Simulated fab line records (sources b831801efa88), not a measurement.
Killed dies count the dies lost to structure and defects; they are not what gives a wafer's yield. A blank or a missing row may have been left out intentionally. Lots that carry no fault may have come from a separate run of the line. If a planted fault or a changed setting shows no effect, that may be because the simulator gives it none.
A struck lot beside a sound one    flow sky130    14 out of 708 route steps
Sound: wafers L758.1, L758.2, L758.3. Wafers struck: L770.1, L770.2, L770.3. Last of all comes the cause.
Order at every step that has rows: each side's tool, ch and its chambers, its first start. Under that, the readings that differ: sound wafers    struck wafers    difference of the means    sigmas: that difference in standard deviations of wafers without a fault.
alike: words and numbers the same on both sides, and readings whose means are apart by under 2 such deviations; not compared: readings that were withheld, readings missing a value for some wafer, numbers with overlapping values and no deviation given by the record, and bounds like >300 which may hide the same value.
Wherever a step has rows on one side only, a row that says differs or no value, or a row with sigmas, the two part there. Non-overlapping numbers with no deviation appear without sigmas and do not part them. A reading that every wafer of one side lacks parts them only if that side has two wafers or more.

first, 5 steps without rows for these wafers: SKY_SD_N_COAT_02 (resist thk 1140 nm); SKY_SD_N_SOFTBAKE_03 (time 60 s); SKY_SD_N_EXPOSE_04 (exposes mask NSDM, target cd 380 nm); SKY_SD_N_PEB_05; SKY_SD_N_DEVELOP_06 (develop time 60 s).
SKY_SD_N_CD_MEAS_07: target cd 380 nm.
  sound on cd_sem-02, day 28 20:16; struck on cd_sem-01, day 32 20:49
  alike: cd_nm
SKY_SD_N_OVL_MEAS_08:
  sound on overlay-01, day 28 20:23; struck on overlay-02, day 32 20:56
  alike: SD_N_OVL
then, 2 steps without rows for these wafers: SKY_SD_N_IMPLANT_09; SKY_SD_N_IMPLANT_10.
SKY_SD_N_STRIP_11: strips in O2/N2.
  sound on plasma_asher-01 ch 0,1, day 28 20:43; struck on plasma_asher-01 ch 0,1, day 32 21:17
  alike: drypump_motor_current_A, n2_flow_sccm, oes_product_au, strip_time_to_endpoint_s
  not compared: rf_hours_counter_h
SKY_SD_N_TW_MEAS_12:
  sound on film_metro-03, day 28 20:49; struck on film_metro-03, day 32 21:23
  alike: SD_N_TW
then, 1 step without rows for these wafers: SKY_SD_N_CLEAN_13 (cleans in SC1/SC2, time 150 s).
SKY_SD_N_RTA_14: time 2 s.
  sound on rtp_anneal-01 ch 0, day 28 20:56; struck on rtp_anneal-01 ch 0, day 32 21:29
reading            sound                 struck                difference  sigmas
ramp_down_c_per_s  89.997 90.003 89.999  36.036 35.990 35.967  -54.002     -99 or more
  alike: lamp_power_pct, ramp_up_c_per_s, wafer_temp_C_max
-- here the record skips 16 days between the struck wafers' starts before and after, leaving off in module SD_N and picking up in module PAD_OPEN (first step shown: number 708 of the route) --
SKY_PAD_OPEN_PROBE_99:
  sound on prober-02, day 46 11:56; struck on prober-02, day 49 07:23
reading                              sound              struck             difference  sigmas
killed_at_M4_up                      1 0 1              6 2 6              +4          +2
model.etest.res_pdiff.line_ohm_um    1372 1385 1343     1312 1309 1289     -63         
model.etest.res_high_po.line_ohm_um  711.8 700.8 710.1  721.2 716.4 716.4  +10.4       
model.etest.licon_pdiff.rc_ohm       583.4 576.6 566.7  613.7 602.1 644.1  +44.4       
model.etest.pfet_01v8.drive_ua_um    185.5 181.3 185.7  209.2 208.3 206.5  +23.8       
  alike: killed_at_M0_to_M3, killed_at_contacts, killed_at_front_end, killed_at_other, killed_dies, killed_open, killed_short
  not compared: model.etest.res_xhigh_po.line_ohm_um, model.etest.res_xhigh_po.rs_ohm_sq, model.etest.licon_high_po.rc_ohm, model.etest.res_high_po.rs_ohm_sq

WHERE THEY PART
First at SKY_SD_N_RTA_14; last, within this record, at SKY_PAD_OPEN_PROBE_99.

WHY: whatever the simulator had introduced
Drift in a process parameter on rtp_anneal-01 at SKY_SD_N_RTA_14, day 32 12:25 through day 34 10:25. A move of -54 in setting ramp_down_c_per_s, from 90. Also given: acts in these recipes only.
